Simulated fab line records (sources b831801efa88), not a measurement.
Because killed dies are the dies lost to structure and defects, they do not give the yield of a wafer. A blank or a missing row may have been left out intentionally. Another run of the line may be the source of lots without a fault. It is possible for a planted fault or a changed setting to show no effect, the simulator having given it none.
Which tool was responsible? -- flow gf180mcu -- 15 lots, 45 wafers sampled, at 5 steps of a route of 602

== WHAT THE GAUGES READ, wafer by wafer ==
GF_PSD_CD_MEAS_07 targets a cd of 400 nm. Usual: 400.0 nm for cd-nm, sd 2.6.
lot,measured,on,cd-nm (nm),flag
L240,day 14 06:30,cd-sem-01,398.7 398.4 401.5,
L241,day 14 15:03,cd-sem-02,398.1 395.0 395.4,
L242,day 14 19:51,cd-sem-02,397.0 397.4 397.3,
L243,day 15 10:46,cd-sem-01,398.8 398.6 396.3,
L244,day 15 16:06,cd-sem-02,401.6 401.3 401.9,
L245,day 16 02:08,cd-sem-02,397.3 400.0 399.0,
L249,day 17 07:58,cd-sem-01,- - -,OFF
L250,day 17 21:38,cd-sem-01,- - -,OFF
L251,day 18 11:21,cd-sem-02,- - -,OFF
L258,day 20 15:10,cd-sem-01,396.2 396.1 395.9,
L259,day 20 21:19,cd-sem-01,397.4 398.6 399.6,
L260,day 21 07:19,cd-sem-01,401.1 400.2 401.6,
L261,day 21 18:17,cd-sem-02,401.6 400.3 398.7,
L262,day 22 00:05,cd-sem-01,398.9 401.5 397.9,
L263,day 22 07:42,cd-sem-01,403.4 405.2 404.5,

GF_CONTACT_OVL_MEAS_15. Usual: CONTACT_OVL typically reads 1 nm, with standard deviation 6.3.
lot,measured,on,CONTACT_OVL (nm),flag
L240,day 16 03:55,overlay-02,-6 2 9,
L241,day 16 12:46,overlay-01,2 2 0,
L242,day 16 18:22,overlay-01,4 2 5,
L243,day 17 10:02,overlay-02,-5 -14 -8,
L244,day 17 15:17,overlay-02,-5 -7 -1,
L245,day 18 03:31,overlay-01,-1 6 -3,
L249,day 19 09:14,overlay-01,14 7 2,
L250,day 19 23:46,overlay-02,-4 8 0,
L251,day 20 14:22,overlay-01,9 9 7,
L258,day 22 15:19,overlay-01,0 -5 8,
L259,day 22 22:08,overlay-02,16 4 5,
L260,day 23 07:53,overlay-02,-1 -13 -3,
L261,day 23 20:43,overlay-02,2 7 4,
L262,day 23 23:07,overlay-01,-4 -1 0,
L263,day 24 06:40,overlay-02,-2 3 -10,

GF_V1_RS_MEAS_24: a four-point-probe measurement. Usual: V1_W_RS typically reads 0.325 ohm/sq, with standard deviation 0.0047.
lot,measured,on,V1_W_RS (ohm/sq),flag
L240,day 18 05:41,film-metro-03,0.329 0.324 0.325,
L241,day 18 15:31,film-metro-04,0.324 0.325 0.326,
L242,day 18 21:44,film-metro-04,0.328 0.331 0.318,
L243,day 19 14:28,film-metro-04,0.322 0.321 0.326,
L244,day 19 19:17,film-metro-03,0.320 0.317 0.320,
L245,day 20 07:29,film-metro-04,0.325 0.329 0.327,
L249,day 21 12:10,film-metro-01,0.329 0.325 0.327,
L250,day 22 03:33,film-metro-03,0.331 0.331 0.331,
L251,day 22 16:14,film-metro-03,0.326 0.326 0.325,
L258,day 24 15:24,film-metro-01,0.328 0.330 0.330,
L259,day 24 22:54,film-metro-04,0.314 0.326 0.328,
L260,day 25 08:02,film-metro-03,0.327 0.329 0.326,
L261,day 25 20:16,film-metro-03,0.323 0.323 0.320,
L262,day 25 22:02,film-metro-03,0.321 0.327 0.323,
L263,day 26 04:53,film-metro-01,0.324 0.316 0.316,

== WHICH TOOL RAN EACH LOT (tool, then ch and the chambers of the sampled wafers, then the start) ==
lot,GF_PSD_COAT_02,GF_V1_ETCH_17
L240,"litho-track-04 ch 0, day 13 20:21","rie-diel-01 ch 1,2,3, day 18 05:41 or earlier"
L241,"litho-track-04 ch 0, day 14 04:47","rie-diel-04 ch 1,2,3, day 18 15:31 or earlier"
L242,"litho-track-01 ch 0, day 14 08:42","rie-diel-02 ch 0,1,2, day 18 21:44 or earlier"
L243,"litho-track-03 ch 0, day 14 23:58","rie-diel-01 ch 0,1,2, day 19 14:28 or earlier"
L244,"litho-track-03 ch 0, day 15 05:09","rie-diel-04 ch 0,2, day 19 19:17 or earlier"
L245,"litho-track-01 ch 0, day 15 15:26","rie-diel-01 ch 0,1,3, day 20 07:29 or earlier"
L249,"litho-track-01, day 16 20:13","rie-diel-04 ch 0,1, day 21 12:10 or earlier"
L250,"litho-track-04, day 17 09:56","rie-diel-04 ch 0,2, day 22 03:33 or earlier"
L251,"litho-track-04, day 17 23:44","rie-diel-04 ch 0,1,2, day 22 16:14 or earlier"
L258,"litho-track-04 ch 0, day 20 02:22","rie-diel-02 ch 0,1, day 24 15:24 or earlier"
L259,"litho-track-03 ch 0, day 20 08:37","rie-diel-02 ch 1,3, day 24 22:54 or earlier"
L260,"litho-track-01 ch 0, day 20 19:31","rie-diel-02 ch 0,3, day 25 08:02 or earlier"
L261,"litho-track-04 ch 0, day 21 06:02","rie-diel-01 ch 1,2,3, day 25 20:16 or earlier"
L262,"litho-track-03 ch 0, day 21 11:36","rie-diel-01 ch 0,1,3, day 25 22:02 or earlier"
L263,"litho-track-04 ch 0, day 21 19:47","rie-diel-01 ch 1,2,3, day 26 04:53 or earlier"
- GF_PSD_COAT_02: resist thk 1000 nm.
- GF_V1_ETCH_17: etches SiO2 in C4F8/O2/Ar, stops on TiN, target depth 630 nm.

== AS READ BY THE TOOLS THEMSELVES (means over the sampled wafers that have a number; for cases with no such wafer, the mark the record gives instead) ==
GF_PSD_COAT_02. Usual: chill-plate-temp-C 23.03 C, standard deviation 0.11; dispense-pressure-kPa 48.2 kPa, standard deviation 2.2.
lot,tool,chill-plate-temp-C (C),dispense-pressure-kPa (kPa),flag
L240,litho-track-04,23.05,45.6,
L241,litho-track-04,22.94,45.6,
L242,litho-track-01,22.98,50.7,
L243,litho-track-03,22.96,47.1,
L244,litho-track-03,23.04,47.2,
L245,litho-track-01,23.09,50.7,
L249,litho-track-01,-,-,OFF
L250,litho-track-04,-,-,OFF
L251,litho-track-04,-,-,OFF
L258,litho-track-04,22.95,45.6,
L259,litho-track-03,23.03,47.1,
L260,litho-track-01,23.09,50.6,
L261,litho-track-04,23.02,45.6,
L262,litho-track-03,23.08,47.2,
L263,litho-track-04,23.01,45.6,

GF_V1_ETCH_17. Usual: 0.855 a.u. for oes-product-au, sd 0.0045.
lot,tool,oes-product-au (a.u.),flag
L240,rie-diel-01,0.855,
L241,rie-diel-04,0.855,
L242,rie-diel-02,0.851,
L243,rie-diel-01,0.856,
L244,rie-diel-04,0.858,
L245,rie-diel-01,0.855,
L249,rie-diel-04,0.853,
L250,rie-diel-04,0.857,
L251,rie-diel-04,0.856,
L258,rie-diel-02,0.854,
L259,rie-diel-02,0.853,
L260,rie-diel-02,0.860,
L261,rie-diel-01,0.861,
L262,rie-diel-01,0.859,
L263,rie-diel-01,0.855,

== THE ANSWER, worked out from the rows above alone ==
Rule: lot off if the mean of its wafers having a number is beyond 3 standard deviations from the usual mean. A lot without any number at a reading at which 4 lots or more have one is off too. Where the step has rows for the other lots, those lots are counted as sound. The gauges are gone through in route order, then the tools' own readings, and for those a lot's mean is taken as printed above. At the first step where some lot is off, the reading lying furthest off is the one used; lots without a number count as furthest.
Off at GF_PSD_CD_MEAS_07 (cd-nm): L249, L250, L251. Without a number there: L249, L250, L251.
A tool fits if, at a process step before that reading, it ran every lot that is off, and no sound lot after the first of them. The gauges at GF_PSD_CD_MEAS_07 aren't tried: what is off there is off at GF_PSD_COAT_02 too, on other tools, and a gauge's error can't cause that. Of those tried, none fits.

== WHAT THE SIMULATOR PUT IN ==
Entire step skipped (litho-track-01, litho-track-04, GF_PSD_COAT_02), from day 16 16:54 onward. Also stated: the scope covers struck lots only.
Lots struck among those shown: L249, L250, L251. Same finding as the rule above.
